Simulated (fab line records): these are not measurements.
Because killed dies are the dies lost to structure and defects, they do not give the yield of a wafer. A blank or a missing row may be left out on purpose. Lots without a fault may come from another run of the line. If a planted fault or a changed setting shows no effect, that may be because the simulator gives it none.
Which tool was responsible?	flow sky130	14 lots, 42 wafers sampled, at 1 step of a route of 708

WHAT THE GAUGES SHOWED, per wafer
The record lacks any reading of a measuring or inspecting step that a usual standard deviation could be used to judge.

WHICH TOOL RAN EACH LOT (tool, then ch and the chambers of the sampled wafers, then the start)
lot	SKY_PAD_OPEN_EXPOSE_04
L323	iline stepper-01 ch 0, day 45 23:51
L324	iline stepper-02 ch 0, day 46 09:59
L325	iline stepper-02 ch 0, day 46 19:56
L329	iline stepper-01 ch 0, day 47 12:22
L330	iline stepper-02, day 47 15:55
L331	iline stepper-01, day 48 00:41
L332	iline stepper-02 ch 0, day 48 07:51
L334	iline stepper-02 ch 0, day 48 16:58
L342	iline stepper-01 ch 0, day 50 09:22
L344	iline stepper-02 ch 0, day 50 18:41
L343	iline stepper-02 ch 0, day 50 22:34
L345	iline stepper-02 ch 0, day 50 23:40
L341	iline stepper-02 ch 0, day 51 00:46
L346	iline stepper-01 ch 0, day 51 05:02
- SKY_PAD_OPEN_EXPOSE_04: exposes mask PDM, target cd 60000 nm.

AS READ BY THE TOOLS THEMSELVES (means over the sampled wafers that have a number; for cases with no such wafer, the mark the record gives instead)
SKY_PAD_OPEN_EXPOSE_04. Usual: exposure dose mJ cm2 260.01, standard deviation 0.22; focus offset nm 0.0 nm, standard deviation 0.54; reticle temp C 23.01 C, standard deviation 0.1; stage vel mm s 500.02 mm/s, standard deviation 0.27.
lot	tool	exposure dose mJ cm2	focus offset nm (nm)	reticle temp C (C)	stage vel mm s (mm/s)	flag
L323	iline stepper-01	259.82	0.1	23.01	500.03	
L324	iline stepper-02	260.07	-0.9	23.04	499.78	
L325	iline stepper-02	260.15	0.6	23.03	500.10	
L329	iline stepper-01	259.80	-0.1	23.09	500.11	
L330	iline stepper-02	-	-	-	-	OFF
L331	iline stepper-01	-	-	-	-	OFF
L332	iline stepper-02	260.04	0.0	22.90	500.01	
L334	iline stepper-02	259.82	-0.1	23.02	499.74	
L342	iline stepper-01	260.38	-0.4	22.87	500.03	
L344	iline stepper-02	260.31	0.6	22.98	499.99	
L343	iline stepper-02	259.82	-0.3	23.03	500.21	
L345	iline stepper-02	260.04	-0.5	23.03	499.98	
L341	iline stepper-02	259.89	0.0	22.98	500.17	
L346	iline stepper-01	259.89	0.6	23.03	499.92	

THE ANSWER, worked out from the rows above alone
Rule: lot off if the mean of its wafers having a number is beyond 3 standard deviations from the usual mean. Also off: a lot with no number at a reading for which 4 or more lots have one. The other lots that the step has rows for count as sound. The gauges are gone through in route order, then the tools' own readings, and for those a lot's mean is taken as printed above. At the first step where some lot is off, the reading lying furthest off is the one used; lots without a number count as furthest.
Off: L330, L331, at SKY_PAD_OPEN_EXPOSE_04 (exposure dose mJ cm2). Without a number there: L330, L331.
A tool fits if, at that step or a process step before it, it ran every lot that is off, and no sound lot after the first of them. Not one of the candidates tried fits.

WHAT THE SIMULATOR HAD PUT IN
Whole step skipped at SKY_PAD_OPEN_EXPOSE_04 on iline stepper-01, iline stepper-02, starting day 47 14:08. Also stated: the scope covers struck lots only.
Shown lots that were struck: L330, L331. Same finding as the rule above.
